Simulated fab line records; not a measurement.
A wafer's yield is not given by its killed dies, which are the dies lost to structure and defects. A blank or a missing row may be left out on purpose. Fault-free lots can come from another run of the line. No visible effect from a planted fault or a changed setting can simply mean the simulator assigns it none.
Comparing a struck lot with a sound one    flow gf180mcu    14 steps out of a route of 602
Sound: these wafers, L489.1, L489.2, L489.4. Struck: wafers L499.1, L499.3, L499.5. The cause is named last.
Each step with rows lists, per side, the tool, then ch with its chambers, then its first start. Under that, the readings that differ: sound wafers    struck wafers    difference of the means    sigmas: that difference in standard deviations of wafers without a fault.
alike: readings with means less than 2 such deviations apart, plus words and numbers identical on both sides. not compared: withheld readings, readings lacking a value on some wafer, bounds such as >300 that could conceal the same value, and numbers that have no deviation in the record and whose values overlap.
The two part at a step that has a row with sigmas, a row that says differs or no value, or rows on one side only. Numbers that have no deviation but don't overlap get no sigmas and don't part them. A reading missing from all wafers of one side parts the sides only when that side holds two or more wafers.

first, 1 step without rows for these wafers: GF_PSD_CLEAN_12 (cleans in SC1/SC2, time 150 s).
GF_PSD_RTA_13: time 20 s.
  sound on rtp_anneal-01 ch 0, day 14 15:36; struck on rtp_anneal-02 ch 0, day 18 12:11
reading             sound           struck          difference  sigmas
lamp_power_pct (%)  36.3 36.2 36.2  38.6 38.5 38.5  +2.3        +2
  alike: anneal_temp_c_max, wafer_temp_C_max
GF_PSD_RS_MEAS_14: measurement is done with a four-point probe.
  sound: film_metro-03 at day 14 15:41; struck: film_metro-03 at day 18 12:16
  alike: NSD_RS
GF_PSD_RS_MEAS_15: measurement is done with a four-point probe.
  sound: film_metro-03 at day 14 15:49; struck: film_metro-03 at day 18 12:23
  alike: PSD_RS
GF_SAB_CVD_00: deposits SiO2 from TEOS, target thk 50 nm, time 4.9302 s.
  sound on pecvd-03 ch 0,2, day 14 15:56; struck on pecvd-04 ch 0,2, day 18 12:31
  alike: heater_power_w
GF_SAB_THK_MEAS_01:
  sound: film_metro-01 at day 14 15:58; struck: film_metro-02 at day 18 12:32
  alike: SAB_CVD_00_THK
then, 6 steps without rows for these wafers: GF_SAB_DEHYDRATE_02 (time 60 s); GF_SAB_HMDS_03 (prime time 60 s); GF_SAB_COAT_04 (resist thk 1000 nm); GF_SAB_SOFTBAKE_05 (time 60 s); GF_SAB_EXPOSE_06 (exposes mask SAB, target cd 420 nm); GF_SAB_PEB_07.
GF_SAB_DEVELOP_08: develop time 60 s.
  struck on litho_track-03, day 19 12:53; sound on litho_track-04 ch 0, day 15 12:34
  no value came back on the struck wafers for chill_plate_temp_C (C), develop_time_s (s), exhaust_pa (Pa); on the sound wafers chill_plate_temp_C (C) reads 23.12 23.01 22.97
GF_SAB_CD_MEAS_09 targets a cd of 420 nm.
  sound: cd_sem-01 at day 15 12:43; struck: cd_sem-02 at day 19 13:02
reading     sound              struck  difference                     sigmas
cd_nm (nm)  421.4 418.7 420.9  - - -   no value on the struck wafers  

== WHERE THEY PART ==
Last at GF_SAB_CD_MEAS_09 as far as this record goes, first at GF_PSD_RTA_13.

WHY: what had been put in by the simulator
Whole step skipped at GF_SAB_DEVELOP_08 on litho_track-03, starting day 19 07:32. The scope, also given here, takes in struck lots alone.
